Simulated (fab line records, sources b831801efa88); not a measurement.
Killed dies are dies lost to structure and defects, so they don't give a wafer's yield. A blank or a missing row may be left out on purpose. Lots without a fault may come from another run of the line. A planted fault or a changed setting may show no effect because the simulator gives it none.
fab line records | flow gf180mcu
record lots=5 wafers=15 last_day=34
route steps=602 shown SAB@276 SALICIDE@278 CONTACT@287
lots that met no fault: from a run of the same line without faults
start_h: hours from the record's first day to the start of the lot's first wafer shown | wait_h: hours since the lot's step before | " the same as in the row above | L1.1+2: a row that stands for several wafers | - no value, or no start given | * or withheld: withheld | < > ~ a bound
route shown NAME@n: a module of which the file shows steps, and the number in the route of the first | usual: mean/standard deviation of fault-free wafers | same: alike in all rows | chamber/n: place in a boat | sites: the reading at each site | _std_site: their standard deviation | _edge_site: outer sites' mean less inner sites' | radius_mm: how far each site lies from the wafer's centre | mask NAME#n: copy n | behind: the tool/chamber that last shaped the wafer | hold: why the lot was held/for how many hours/how that ended | device: the transistor (n, p or np) that didn't switch | end of line: the same wafers' tests at the end of the route | a step without rows: its recipe alone | killed: dies lost to structure and defects at the first sort, not the wafer's yield | map: a wafer's dies, x killed, . not, _ none there
set.NAME: the setting as run; set.NAME@STEP: as run at that earlier step | model.NAME: the simulator's own value behind a step, which no gauge read
lots at some steps of the route; a table a step, a row a wafer
services: from which hour (start_h, from the record's first day; less than 0 if before it) a tool's chamber was out of use, for how many hours, and why
## steps
# step GF_SAB_WET_ETCH_12
# recipe chemistry=dHF target_depth_nm=22 dry=n2_spin target=SiO2 temp_c=25 dilution=100:1 time_s=440
# columns lot.wafer tool chamber start_h wait_h
L074.2+5+6 wet_bench-01 2 343.16 0.0
L077.1+4+6 wet_bench-04 0 374.64 0.0
L084.1+2+3 wet_bench-04 1 436.09 0.0
L087.1+5+6 wet_bench-04 2 451.99 0.0
L094.2+3+5 wet_bench-02 0 514.88 0.0
# step GF_SAB_STRIP_13
# recipe chemistry=O2/N2 power_w=1400 pressure_mtorr=1500 platen_temp_c=250 o2_flow_sccm=3000 n2_flow_sccm=300 overash_fraction=0.5
# usual drypump_motor_current_A=5.63/0.27 heater_power_w=352/29 oes_product_au=0.710/0.0048 strip_time_to_endpoint_s=12.62/0.032
# columns lot.wafer tool chamber start_h wait_h drypump_motor_current_A heater_power_w oes_product_au rf_hours_counter_h strip_time_to_endpoint_s
L074.2 plasma_asher-04 1 343.31 0.0 5.20 329 0.712 53 12.70
L074.5 " 0 " " 5.72 355 0.708 - 12.65
L074.6 " 1 " " 5.21 332 0.712 - 12.69
L077.1 plasma_asher-04 0 374.77 0.0 5.71 359 0.707 56 12.59
L077.4 " 1 " " 5.21 325 0.706 - 12.60
L077.6 " 1 " " 5.20 329 0.710 - 12.64
L084.1 plasma_asher-03 1 436.23 0.0 5.64 357 0.714 1 12.61
L084.2 " 0 " " 5.71 390 0.699 1 12.59
L084.3 " 1 " " 5.66 371 0.714 - 12.63
L087.1 plasma_asher-03 1 452.12 0.0 5.64 367 0.714 2 12.62
L087.5 " 0 " " 5.64 388 0.714 - 12.63
L087.6 " 1 " " 5.64 366 0.715 - 12.67
L094.2 plasma_asher-04 1 515.01 0.0 5.20 321 0.702 70 12.57
L094.3 " 0 " " 5.71 358 0.718 - 12.61
L094.5 " 1 " " 5.20 329 0.718 - 12.58
# step GF_SALICIDE_CLEAN_00
# recipe chemistry=SC1/SC2 mix=1:4:20 temp_c=70 time_s=150
# columns lot.wafer tool chamber start_h wait_h
L074.2+5+6 wet_bench-04 1 343.41 0.1
L077.1+4+6 wet_bench-02 3 374.87 0.1
L084.1+2+3 wet_bench-03 3 436.33 0.1
L087.1+5+6 wet_bench-03 0 452.22 0.1
L094.2+3+5 wet_bench-03 2 515.11 0.1
# step GF_SALICIDE_WET_ETCH_01
# recipe chemistry=dHF target_depth_nm=5 dry=ipa_marangoni target=SiO2 temp_c=25 dilution=100:1 time_s=100
# columns lot.wafer tool chamber start_h wait_h
L074.2+5+6 wet_bench-04 2 343.46 0.0
L077.1+4+6 wet_bench-03 2 374.92 0.0
L084.1+2+3 wet_bench-02 3 436.38 0.0
L087.1+5+6 wet_bench-04 2 452.27 0.0
L094.2+3+5 wet_bench-02 1 515.17 0.0
# step GF_SALICIDE_SPUTTER_02
# recipe material=Co target_thk_nm=10 power_w=1000 time_s=20 chamber_pressure_pa=0.4
# usual throttle_valve_pct=30.0/1.5
# columns lot.wafer tool chamber start_h wait_h throttle_valve_pct
L074.2 pvd_sputter-02 - 343.50 0.0 33.5
L074.5 " - " " 30.8
L074.6 " - " " 28.4
L077.1 pvd_sputter-01 - 374.96 0.0 28.7
L077.4 " - " " 32.0
L077.6 " - " " 28.7
L084.1 pvd_sputter-01 - 436.42 0.0 31.8
L084.2 " - " " 29.0
L084.3 " - " " 29.9
L087.1 pvd_sputter-04 - 452.30 0.0 29.5
L087.5 " - " " 29.4
L087.6 " - " " 30.3
L094.2 pvd_sputter-04 - 515.21 0.0 31.4
L094.3 " - " " 29.1
L094.5 " - " " 29.1
# step GF_SALICIDE_SPUTTER_03
# recipe material=TiN target_thk_nm=20 power_w=6500 time_s=16.7 chamber_pressure_pa=0.4
# usual throttle_valve_pct=30.0/1.5
# columns lot.wafer tool chamber start_h wait_h throttle_valve_pct
L074.2 pvd_sputter-02 - 343.53 0.0 33.7
L074.5 " - " " 30.7
L074.6 " - " " 28.0
L077.1 pvd_sputter-01 - 374.99 0.0 28.8
L077.4 " - " " 31.8
L077.6 " - " " 28.6
L084.1 pvd_sputter-01 - 436.45 0.0 31.8
L084.2 " - " " 28.9
L084.3 " - " " 29.7
L087.1 pvd_sputter-04 - 452.33 0.0 29.4
L087.5 " - " " 29.8
L087.6 " - " " 30.5
L094.2 pvd_sputter-04 - 515.23 0.0 31.5
L094.3 " - " " 29.2
L094.5 " - " " 29.1
# step GF_SALICIDE_RS_MEAS_04
# recipe thk_meas_gauge=four-point-probe reads=TiN_of_SALICIDE_SPUTTER_03+Co_of_SALICIDE_SPUTTER_02
# usual SALICIDE_TIN_RS=16.33/0.3
# columns lot.wafer tool chamber start_h wait_h SALICIDE_TIN_RS[ohm/sq]
L074.2 film_metro-03 - 343.57 0.0 16.51
L074.5 " - " " 16.51
L074.6 " - " " 16.96
L077.1 film_metro-03 - 375.01 0.0 16.17
L077.4 " - " " 16.37
L077.6 " - " " 16.42
L084.1 film_metro-04 - 436.47 0.0 16.39
L084.2 " - " " 16.27
L084.3 " - " " 16.58
L087.1 film_metro-03 - 452.36 0.0 16.43
L087.5 " - " " 16.57
L087.6 " - " " 16.47
L094.2 film_metro-02 - 515.28 0.0 15.80
L094.3 " - " " 16.02
L094.5 " - " " 15.91
# step GF_SALICIDE_THK_MEAS_05
# recipe thk_meas_gauge=xrf reads=TiN_of_SALICIDE_SPUTTER_03
# usual SALICIDE_TIN_THK=20.33/0.27
# columns lot.wafer tool chamber start_h wait_h SALICIDE_TIN_THK[nm]
L074.2 film_metro-03 - 343.68 0.1 20.53
L074.5 " - " " 20.45
L074.6 " - " " 20.10
L077.1 film_metro-03 - 375.13 0.1 20.12
L077.4 " - " " 20.41
L077.6 " - " " 20.22
L084.1 film_metro-04 - 436.59 0.1 20.37
L084.2 " - " " 20.05
L084.3 " - " " 20.60
L087.1 film_metro-03 - 452.48 0.1 20.02
L087.5 " - " " 20.22
L087.6 " - " " 19.83
L094.2 film_metro-02 - 515.39 0.1 20.40
L094.3 " - " " 20.01
L094.5 " - " " 20.09
# step GF_SALICIDE_RTA_06
# recipe temp_c=530 time_s=30 ambient=N2
# usual lamp_power_pct=6.0/0.55 wafer_temp_C_max=532.1/0.51
# columns lot.wafer tool chamber start_h wait_h lamp_power_pct wafer_temp_C_max
L074.2 rtp_anneal-02 0 343.75 0.1 5.5 531.9
L074.5 " 0 " " 5.5 531.9
L074.6 " 0 " " 5.5 532.0
L077.1 rtp_anneal-01 0 375.19 0.1 6.6 532.7
L077.4 " 0 " " 6.6 532.5
L077.6 " 0 " " 6.6 534.0
L084.1 rtp_anneal-01 0 436.65 0.1 6.6 532.7
L084.2 " 0 " " 6.6 532.2
L084.3 " 0 " " 6.6 532.6
L087.1 rtp_anneal-02 0 452.54 0.1 5.5 531.6
L087.5 " 0 " " 5.5 532.2
L087.6 " 0 " " 5.5 532.1
L094.2 rtp_anneal-02 0 515.46 0.1 5.5 531.7
L094.3 " 0 " " 5.5 531.6
L094.5 " 0 " " 5.5 532.0
# step GF_SALICIDE_WET_ETCH_07
# recipe chemistry=SPM target_depth_nm=120 dry=n2_spin
# columns lot.wafer tool chamber start_h wait_h
L074.2+5+6 wet_bench-03 3 343.83 0.1
L077.1+4+6 wet_bench-04 0 375.29 0.1
L084.1+2+3 wet_bench-03 2 436.75 0.1
L087.1+5+6 wet_bench-03 3 452.64 0.1
L094.2+3+5 wet_bench-02 2 515.54 0.1
# step GF_SALICIDE_RTA_08
# recipe temp_c=800 time_s=30 ambient=N2
# usual lamp_power_pct=16.8/1.5 wafer_temp_C_max=803.2/0.68
# columns lot.wafer tool chamber start_h wait_h lamp_power_pct wafer_temp_C_max
L074.2 rtp_anneal-01 0 343.95 0.0 18.2 803.6
L074.5 " 0 " " 18.2 803.2
L074.6 " 0 " " 18.2 803.3
L077.1 rtp_anneal-02 0 375.39 0.0 15.1 801.6
L077.4 " 0 " " 15.2 803.1
L077.6 " 0 " " 15.2 802.0
L084.1 rtp_anneal-02 0 436.85 0.0 15.2 803.4
L084.2 " 0 " " 15.2 802.6
L084.3 " 0 " " 15.2 803.2
L087.1 rtp_anneal-01 0 452.73 0.0 18.2 803.3
L087.5 " 0 " " 18.2 804.0
L087.6 " 0 " " 18.2 803.6
L094.2 rtp_anneal-01 0 515.65 0.0 18.2 804.9
L094.3 " 0 " " 18.2 803.9
L094.5 " 0 " " 18.2 802.4
# step GF_CONTACT_CVD_00
# recipe material=SiO2 target_thk_nm=300 sigma_open_frac=0.3 temp_c=400 time_s=50 sih4_flow_sccm=60 pressure_mtorr=6
# usual susceptor_temp_C=400.03/0.24
# columns lot.wafer tool chamber start_h wait_h susceptor_temp_C
L074.2 hdpcvd-02 2 344.03 0.1 399.92
L074.5 " 1 " " 400.16
L074.6 " 0 " " 400.08
L077.1 hdpcvd-01 0 375.49 0.1 400.20
L077.4 " 2 " " 400.25
L077.6 " 1 " " 399.80
L084.1 hdpcvd-02 2 436.95 0.1 399.71
L084.2 " 0 " " 400.47
L084.3 " 1 " " 399.79
L087.1 hdpcvd-02 0 452.83 0.1 399.76
L087.5 " 0 " " 399.91
L087.6 " 1 " " 399.76
L094.2 hdpcvd-01 2 515.73 0.1 400.25
L094.3 " 0 " " 400.18
L094.5 " 2 " " 399.75
# step GF_CONTACT_THK_MEAS_01
# recipe reads=SiO2_of_CONTACT_CVD_00
# usual CONTACT_CVD_00_THK=300/3.4
# columns lot.wafer tool chamber start_h wait_h CONTACT_CVD_00_THK[nm]
L074.2 film_metro-01 - 344.09 0.0 305
L074.5 " - " " 310
L074.6 " - " " 301
L077.1 film_metro-03 - 375.53 0.0 304
L077.4 " - " " 302
L077.6 " - " " 298
L084.1 film_metro-03 - 437.00 0.0 297
L084.2 " - " " 295
L084.3 " - " " 300
L087.1 film_metro-01 - 452.87 0.0 301
L087.5 " - " " 299
L087.6 " - " " 304
L094.2 film_metro-03 - 515.79 0.0 298
L094.3 " - " " 303
L094.5 " - " " 298
# step GF_CONTACT_CVD_02
# recipe material=SiO2 target_thk_nm=860 precursor=TEOS temp_c=400 time_s=95.992 rf_w=600
# usual heater_power_w=630/110 susceptor_temp_C=400.01/0.23
# columns lot.wafer tool chamber start_h wait_h heater_power_w since_wet_clean_h susceptor_temp_C
L074.2 pecvd-02 2 344.14 0.0 644 808 400.20
L074.5 " 0 " " 701 - 400.00
L074.6 " 2 " " 665 - 400.63
L077.1 pecvd-04 0 375.59 0.1 667 617 400.37
L077.4 " 0 " " 695 - 400.26
L077.6 " 2 " " 585 - 400.30
L084.1 pecvd-02 0 437.06 0.1 620 52 399.87
L084.2 " 1 " " 508 52 399.91
L084.3 " 2 " " 627 52 399.72
L087.1 pecvd-02 2 452.93 0.1 592 68 399.92
L087.5 " 0 " " 757 - 400.01
L087.6 " 1 " " 490 - 399.99
L094.2 pecvd-02 1 515.84 0.0 548 131 400.49
L094.3 " 2 " " 581 131 400.48
L094.5 " 1 " " 414 - 400.13
# step GF_CONTACT_THK_MEAS_03
# recipe reads=SiO2_of_CONTACT_CVD_02
# usual CONTACT_CVD_02_THK=858/12
# columns lot.wafer tool chamber start_h wait_h CONTACT_CVD_02_THK[nm]
L074.2 film_metro-04 - 344.22 0.0 862
L074.5 " - " " 852
L074.6 " - " " 874
L077.1 film_metro-01 - 375.66 0.0 854
L077.4 " - " " 861
L077.6 " - " " 863
L084.1 film_metro-04 - 437.13 0.0 856
L084.2 " - " " 856
L084.3 " - " " 842
L087.1 film_metro-04 - 453.00 0.0 843
L087.5 " - " " 875
L087.6 " - " " 880
L094.2 film_metro-04 - 515.92 0.0 850
L094.3 " - " " 852
L094.5 " - " " 875
# step GF_CONTACT_CMP_04
# recipe material=SiO2 down_force_psi=4 platen_rpm=60 pad_velocity_m_s=0.94248
# usual motor_current_A=11.5/0.97 time_to_endpoint_s=113/6.2
# columns lot.wafer tool chamber start_h wait_h motor_current_A time_to_endpoint_s
L074.2 cmp-02 3 344.27 0.0 11.3 117
L074.5 " 3 " " 11.6 113
L074.6 " 0 " " 11.1 125
L077.4 cmp-02 2 375.77 0.1 9.5 107
L077.1 " 3 " " 11.7 113
L077.6 " 1 " " 11.5 115
L084.2 cmp-02 1 437.19 0.0 11.2 113
L084.1 " 2 " " 10.4 106
L084.3 " 0 " " 10.6 102
L087.1 cmp-01 2 453.41 0.4 10.5 106
L087.5 " 3 " " 12.7 119
L087.6 " 0 " " 11.9 127
L094.3 cmp-01 1 516.02 0.1 12.8 106
L094.2 " 2 " " 10.6 108
L094.5 " 1 " " 12.8 119
# step GF_CONTACT_BOW_MEAS_05
# recipe mode=bow
# usual CONTACT_BOW=66/7
# columns lot.wafer tool chamber start_h wait_h CONTACT_BOW[um]
L074.2 film_metro-03 - 344.59 0.3 71
L074.5 " - " " 70
L074.6 " - " " 67
L077.1 film_metro-04 - 376.02 0.1 68
L077.4 " - " " 69
L077.6 " - " " 69
L084.1 film_metro-01 - 437.51 0.2 60
L084.2 " - " " 69
L084.3 " - " " 75
L087.1 film_metro-04 - 453.56 0.1 72
L087.5 " - " " 73
L087.6 " - " " 70
L094.2 film_metro-01 - 516.29 0.2 79
L094.3 " - " " 67
L094.5 " - " " 71
# step GF_CONTACT_DEHYDRATE_06
# recipe temp_c=200 time_s=60
# usual resist_line_temp_C=23.02/0.098
# columns lot.wafer tool chamber start_h wait_h resist_line_temp_C
L074.2 litho_track-01 0 354.70 10.1 23.01
L074.5 " 0 " " 22.86
L074.6 " 0 " " 23.00
L077.1 litho_track-01 0 387.32 11.3 23.02
L077.4 " 0 " " 23.07
L077.6 " 0 " " 23.01
L084.1 litho_track-02 0 449.06 11.5 22.91
L084.2 " 0 " " 23.08
L084.3 " 0 " " 23.02
L087.1 litho_track-01 0 465.97 12.4 23.09
L087.5 " 0 " " 23.05
L087.6 " 0 " " 23.13
L094.2 litho_track-01 0 527.09 10.8 22.90
L094.3 " 0 " " 23.05
L094.5 " 0 " " 22.92
# step GF_CONTACT_HMDS_07
# recipe prime_time_s=60 prime_temp_c=120
# usual prime_temp_c=120.00/0.14 resist_line_temp_C=23.00/0.11
# columns lot.wafer tool chamber start_h wait_h prime_temp_c resist_line_temp_C
L074.2 litho_track-01 0 354.85 0.1 119.63 23.00
L074.5 " 0 " " 119.99 22.90
L074.6 " 0 " " 120.00 22.94
L077.1 litho_track-01 0 387.47 0.1 119.86 22.83
L077.4 " 0 " " 119.84 22.74
L077.6 " 0 " " 119.91 22.80
L084.1 litho_track-02 0 449.21 0.1 119.83 22.88
L084.2 " 0 " " 119.93 23.12
L084.3 " 0 " " 120.03 22.98
L087.1 litho_track-01 0 466.12 0.1 119.79 23.03
L087.5 " 0 " " 119.87 23.07
L087.6 " 0 " " 120.00 23.02
L094.2 litho_track-01 0 527.24 0.1 119.87 23.03
L094.3 " 0 " " 119.82 22.92
L094.5 " 0 " " 119.94 22.90
# step GF_CONTACT_COAT_08
# recipe resist=BARC temp_c=withheld time_s=withheld spin_rpm=withheld resist_thk_nm=withheld
# usual resist_line_temp_C=*
# columns lot.wafer tool chamber start_h wait_h resist_line_temp_C
L074.2 litho_track-01 0 355.00 0.1 *
L074.5 " 0 " " *
L074.6 " 0 " " *
L077.1 litho_track-01 0 387.62 0.1 *
L077.4 " 0 " " *
L077.6 " 0 " " *
L084.1 litho_track-02 0 449.36 0.1 *
L084.2 " 0 " " *
L084.3 " 0 " " *
L087.1 litho_track-01 0 466.27 0.1 *
L087.5 " 0 " " *
L087.6 " 0 " " *
L094.2 litho_track-01 0 527.39 0.1 *
L094.3 " 0 " " *
L094.5 " 0 " " *
# step GF_CONTACT_COAT_09
# recipe resist=KrF spin_rpm=withheld resist_thk_nm=1000
# usual resist_line_temp_C=22.98/0.11
# columns lot.wafer tool chamber start_h wait_h resist_line_temp_C
L074.2 litho_track-01 0 - - 22.84
L074.5 " 0 " " 22.92
L074.6 " 0 " " 22.81
L077.1 litho_track-01 0 - - 22.82
L077.4 " 0 " " 22.96
L077.6 " 0 " " 22.84
L084.1 litho_track-02 0 - - 23.01
L084.2 " 0 " " 23.01
L084.3 " 0 " " 22.94
L087.1 litho_track-01 0 - - 23.05
L087.5 " 0 " " 23.08
L087.6 " 0 " " 22.94
L094.2 litho_track-01 0 - - 23.05
L094.3 " 0 " " 22.95
L094.5 " 0 " " 23.00
# step GF_CONTACT_SOFTBAKE_10
# recipe temp_c=130 time_s=60 resist=KrF
# usual resist_line_temp_C=23.00/0.11
# columns lot.wafer tool chamber start_h wait_h resist_line_temp_C
L074.2 litho_track-01 0 - - 22.82
L074.5 " 0 " " 22.77
L074.6 " 0 " " 22.98
L077.1 litho_track-01 0 - - 23.00
L077.4 " 0 " " 23.07
L077.6 " 0 " " 23.03
L084.1 litho_track-02 0 - - 23.16
L084.2 " 0 " " 22.92
L084.3 " 0 " " 22.85
L087.1 litho_track-01 0 - - 23.02
L087.5 " 0 " " 23.08
L087.6 " 0 " " 23.00
L094.2 litho_track-01 0 - - 23.16
L094.3 " 0 " " 23.03
L094.5 " 0 " " 23.07
# step GF_CONTACT_EXPOSE_11
# recipe mask_id=Contact target_cd_nm=220 na=0.68 source_shape=conventional sigma_outer=0.6 dose_mj=38
# columns lot.wafer tool chamber start_h wait_h mask
L074.2+5+6 krf_scanner-02 0 - - Contact#0
L077.1+4+6 krf_scanner-01 0 - - Contact#0
L084.1+2+3 krf_scanner-01 0 - - Contact#0
L087.1+5+6 krf_scanner-01 0 - - Contact#0
L094.2+3+5 krf_scanner-02 0 - - Contact#0
# step GF_CONTACT_PEB_12
# recipe peb_temp_c=135 peb_time_s=90 resist=KrF
# usual resist_line_temp_C=23.00/0.12
# columns lot.wafer tool chamber start_h wait_h resist_line_temp_C
L074.2 litho_track-02 0 - - 23.11
L074.5 " 0 " " 23.04
L074.6 " 0 " " 23.18
L077.1 litho_track-02 0 - - 22.95
L077.4 " 0 " " 22.90
L077.6 " 0 " " 22.83
L084.1 litho_track-01 0 - - 22.80
L084.2 " 0 " " 22.91
L084.3 " 0 " " 22.99
L087.1 litho_track-01 0 - - 23.17
L087.5 " 0 " " 23.05
L087.6 " 0 " " 23.10
L094.2 litho_track-01 0 - - 22.98
L094.3 " 0 " " 22.91
L094.5 " 0 " " 23.25
# step GF_CONTACT_DEVELOP_13
# recipe develop_time_s=60 resist=KrF dev_temp_c=21
# usual resist_line_temp_C=22.99/0.11
# same develop_time_s=60
# columns lot.wafer tool chamber start_h wait_h resist_line_temp_C
L074.2 litho_track-02 0 366.49 0.2 23.00
L074.5 " 0 " " 23.08
L074.6 " 0 " " 22.92
L077.1 litho_track-02 0 399.56 0.2 23.02
L077.4 " 0 " " 23.05
L077.6 " 0 " " 23.03
L084.1 litho_track-01 0 462.12 0.2 23.01
L084.2 " 0 " " 23.07
L084.3 " 0 " " 22.84
L087.1 litho_track-01 0 478.02 0.2 23.15
L087.5 " 0 " " 23.03
L087.6 " 0 " " 22.94
L094.2 litho_track-01 0 539.04 0.2 22.94
L094.3 " 0 " " 22.81
L094.5 " 0 " " 22.75
# step GF_CONTACT_CD_MEAS_14
# recipe target_cd_nm=220
# usual cd_nm=219.8/1.5
# columns lot.wafer tool chamber start_h wait_h cd_nm
L074.2 cd_sem-02 - 366.63 0.1 217.7
L074.5 " - " " 218.0
L074.6 " - " " 217.4
L077.1 cd_sem-02 - 399.71 0.1 220.6
L077.4 " - " " 221.6
L077.6 " - " " 221.8
L084.1 cd_sem-02 - 462.27 0.1 220.1
L084.2 " - " " 219.2
L084.3 " - " " 219.7
L087.1 cd_sem-01 - 478.17 0.1 219.2
L087.5 " - " " 219.6
L087.6 " - " " 217.9
L094.2 cd_sem-01 - 539.19 0.1 217.2
L094.3 " - " " 218.8
L094.5 " - " " 219.1
# step GF_CONTACT_OVL_MEAS_15
# usual CONTACT_OVL=-2/5.7
# columns lot.wafer tool chamber start_h wait_h CONTACT_OVL[nm]
L074.2 overlay-01 - 366.74 0.1 2
L074.5 " - " " -2
L074.6 " - " " 2
L077.1 overlay-01 - 399.83 0.1 -16
L077.4 " - " " -14
L077.6 " - " " -8
L084.1 overlay-01 - 462.39 0.1 2
L084.2 " - " " 3
L084.3 " - " " -2
L087.1 overlay-02 - 478.29 0.1 2
L087.5 " - " " -3
L087.6 " - " " -9
L094.2 overlay-02 - 539.29 0.1 6
L094.3 " - " " 9
L094.5 " - " " 8
# step GF_CONTACT_ETCH_16
# recipe chemistry=N2/H2 target_depth_a=withheld overetch_a=withheld time_s=withheld target=BARC ion_energy_ev=200 source_w=500 bias_w=100 pressure_mtorr=30 n2_flow_sccm=100 h2_flow_sccm=200
# usual drypump_motor_current_A=5.6/0.37 oes_product_au=0.854/0.0048 throttle_valve_pct=13.226/0.0092
# columns lot.wafer tool chamber start_h wait_h drypump_motor_current_A oes_product_au throttle_valve_pct
L074.2 rie_diel-02 0 366.77 0.0 5.7 0.849 13.244
L074.5 " 2 " " 5.9 0.859 13.224
L074.6 " 3 " " 5.5 0.849 13.217
L077.1 rie_diel-01 2 399.87 0.0 5.0 0.850 13.228
L077.4 " 0 " " 5.2 0.856 13.223
L077.6 " 0 " " 5.3 0.855 13.247
L084.1 rie_diel-01 2 462.42 0.0 5.0 0.855 13.227
L084.2 " 3 " " 4.8 0.855 13.208
L084.3 " 0 " " 5.2 0.856 13.222
L087.1 rie_diel-03 2 478.32 0.0 6.0 0.853 13.215
L087.5 " 3 " " 5.7 0.854 13.224
L087.6 " 0 " " 5.7 0.858 13.231
L094.2 rie_diel-02 3 539.32 0.0 5.5 0.862 13.206
L094.3 " 1 " " 5.6 0.856 13.222
L094.5 " 1 " " 5.6 0.852 13.235
# step GF_CONTACT_ETCH_17
# recipe chemistry=C4F8/O2/Ar mask_material=KrF target=SiO2 stop_on=CoSi2 source_w=1500 bias_w=1200 pressure_mtorr=40 c4f8_flow_sccm=withheld O2_flow_sccm=6 Ar_flow_sccm=300 time_s=withheld target_depth_a=8600
# usual oes_product_au=0.814/0.0047
# columns lot.wafer tool chamber start_h wait_h oes_product_au
L074.2 rie_diel-02 0 - - 0.815
L074.5 " 2 " " 0.821
L074.6 " 3 " " 0.820
L077.1 rie_diel-01 2 - - 0.820
L077.4 " 0 " " 0.818
L077.6 " 0 " " 0.810
L084.1 rie_diel-01 2 - - 0.808
L084.2 " 3 " " 0.809
L084.3 " 0 " " 0.818
L087.1 rie_diel-03 2 - - 0.811
L087.5 " 3 " " 0.810
L087.6 " 0 " " 0.823
L094.2 rie_diel-02 3 - - 0.811
L094.3 " 1 " " 0.813
L094.5 " 1 " " 0.814
# step GF_CONTACT_STRIP_18
# recipe chemistry=O2/N2 power_w=1400 pressure_mtorr=1500 platen_temp_c=250 o2_flow_sccm=3000 n2_flow_sccm=300 overash_fraction=0.5
# usual drypump_motor_current_A=5.7/0.31 heater_power_w=327/26 oes_product_au=0.579/0.0044
# columns lot.wafer tool chamber start_h wait_h drypump_motor_current_A heater_power_w oes_product_au rf_hours_counter_h
L074.2 plasma_asher-02 1 366.93 - 5.9 339 0.575 27
L074.5 " 1 " " 5.8 329 0.578 -
L074.6 " 0 " " 5.7 325 0.583 -
L077.1 plasma_asher-02 1 400.03 - 5.8 335 0.578 30
L077.4 " 0 " " 5.7 317 0.575 -
L077.6 " 0 " " 5.7 315 0.586 -
L084.1 plasma_asher-04 0 462.59 - 5.7 356 0.585 65
L084.2 " 1 " " 5.2 320 0.579 65
L084.3 " 1 " " 5.2 332 0.576 -
L087.1 plasma_asher-04 1 478.49 - 5.2 331 0.586 67
L087.5 " 0 " " 5.7 351 0.582 -
L087.6 " 1 " " 5.2 333 0.574 -
L094.2 plasma_asher-02 1 539.49 - 5.9 326 0.580 46
L094.3 " 1 " " 5.8 329 0.581 -
L094.5 " 0 " " 5.7 315 0.566 -
# step GF_CONTACT_CLEAN_19
# recipe chemistry=SPM
# columns lot.wafer tool chamber start_h wait_h
L074.2+5+6 wet_bench-03 3 367.03 0.1
L077.1+4+6 wet_bench-04 1 400.13 0.1
L084.1+2+3 wet_bench-03 3 462.69 0.1
L087.1+5+6 wet_bench-03 1 478.59 0.1
L094.2+3+5 wet_bench-01 0 539.59 0.1
# step GF_CONTACT_CLEAN_20
# recipe chemistry=DIW
# columns lot.wafer tool chamber start_h wait_h
L074.2+5+6 wet_bench-01 1 367.12 0.0
L077.1+4+6 wet_bench-01 1 400.22 0.0
L084.1+2+3 wet_bench-04 1 462.78 0.0
L087.1+5+6 wet_bench-04 1 478.69 0.0
L094.2+3+5 wet_bench-03 0 539.68 0.0
# step GF_CONTACT_CLEAN_21
# recipe chemistry=dHF time_s=20 dilution=100:1 dry=ipa_marangoni
# columns lot.wafer tool chamber start_h wait_h
L074.2+5+6 wet_bench-04 0 367.22 0.0
L077.1+4+6 wet_bench-03 1 400.31 0.0
L084.1+2+3 wet_bench-03 3 462.87 0.0
L087.1+5+6 wet_bench-03 1 478.78 0.0
L094.2+3+5 wet_bench-04 2 539.77 0.0
# step GF_CONTACT_SPUTTER_22
# recipe material=Ti target_thk_nm=15 chamber_pressure_pa=5 power_w=2500 substrate_temp_c=200 time_s=80.02
# usual throttle_valve_pct=30.5/1.6
# columns lot.wafer tool chamber start_h wait_h throttle_valve_pct
L074.2 pvd_sputter-02 - 367.24 0.0 30.8
L074.5 " - " " 28.7
L074.6 " - " " 33.3
L077.1 pvd_sputter-02 - 400.33 0.0 30.5
L077.4 " - " " 28.3
L077.6 " - " " 33.4
L084.1 pvd_sputter-03 - 462.89 0.0 30.4
L084.2 " - " " 31.1
L084.3 " - " " 32.5
L087.1 pvd_sputter-02 - 478.79 0.0 28.2
L087.5 " - " " 30.5
L087.6 " - " " 28.0
L094.2 pvd_sputter-04 - 539.78 0.0 29.1
L094.3 " - " " 31.3
L094.5 " - " " 30.2
# step GF_CONTACT_SPUTTER_23
# recipe material=TiN target_thk_nm=10 chamber_pressure_pa=5 power_w=4000 time_s=40
# usual throttle_valve_pct=30.5/1.6
# columns lot.wafer tool chamber start_h wait_h throttle_valve_pct
L074.2 pvd_sputter-02 - 367.30 0.0 30.8
L074.5 " - " " 28.9
L074.6 " - " " 33.8
L077.1 pvd_sputter-02 - 400.39 0.0 31.0
L077.4 " - " " 28.1
L077.6 " - " " 33.8
L084.1 pvd_sputter-03 - 462.95 0.0 30.1
L084.2 " - " " 31.6
L084.3 " - " " 32.6
L087.1 pvd_sputter-02 - 478.86 0.0 28.1
L087.5 " - " " 30.7
L087.6 " - " " 28.1
L094.2 pvd_sputter-04 - 539.85 0.0 28.9
L094.3 " - " " 31.8
L094.5 " - " " 30.0
# step GF_CONTACT_CVD_24
# recipe material=W target_thk_nm=300 time_s=90.339 temp_c=400 pressure_torr=40
# usual heater_power_w=811/76 susceptor_temp_C=399.99/0.24
# columns lot.wafer tool chamber start_h wait_h heater_power_w since_wet_clean_h susceptor_temp_C
L074.2 cvd_w-02 0 367.34 0.0 769 977 399.58
L074.5 " 1 " " 748 - 399.93
L074.6 " 0 " " 735 - 399.69
L077.1 cvd_w-01 1 400.43 0.0 887 496 399.95
L077.4 " 1 " " 857 - 400.02
L077.6 " 0 " " 876 - 400.10
L084.1 cvd_w-02 0 462.99 0.0 711 59 400.17
L084.2 " 1 " " 739 59 400.09
L084.3 " 1 " " 751 - 400.04
L087.1 cvd_w-01 1 478.89 0.0 889 575 399.93
L087.5 " 0 " " 897 - 399.70
L087.6 " 1 " " 857 - 400.13
L094.2 cvd_w-02 0 539.88 0.0 741 136 400.08
L094.3 " 0 " " 727 - 400.27
L094.5 " 0 " " 716 - 400.21
## services
# columns tool chamber start_h hours kind
rie_diel-01 - 324.36 0.3 repair
rie_diel-01 - 338.07 1.5 repair
plasma_asher-04 - 361.30 9.1 repair
pvd_sputter-04 - 364.91 3.5 repair
pecvd-02 - 366.47 4.3 pm
pecvd-02 - 370.80 14.0 pm
plasma_asher-04 - 377.68 2.9 pm
rie_diel-02 0 377.98 9.8 repair
pvd_sputter-02 - 383.22 9.4 repair
rie_diel-01 0 386.63 6.3 repair
pecvd-02 - 420.01 2.9 repair
rie_diel-02 - 420.97 0.1 repair
pecvd-02 - 432.63 2.8 pm
rie_diel-01 0 453.06 8.6 repair
pvd_sputter-01 - 454.50 13.3 repair
pecvd-02 2 464.72 7.0 repair
pecvd-02 - 475.16 1.7 repair
pvd_sputter-01 - 482.82 17.8 repair
rie_diel-02 - 482.94 4.3 pm
pecvd-02 - 483.52 0.7 repair
wet_bench-03 - 492.28 1.5 repair
rie_diel-01 - 502.03 15.6 pm
pvd_sputter-01 - 521.62 4.1 repair
pvd_sputter-02 - 531.99 2.6 repair
## key
fault none
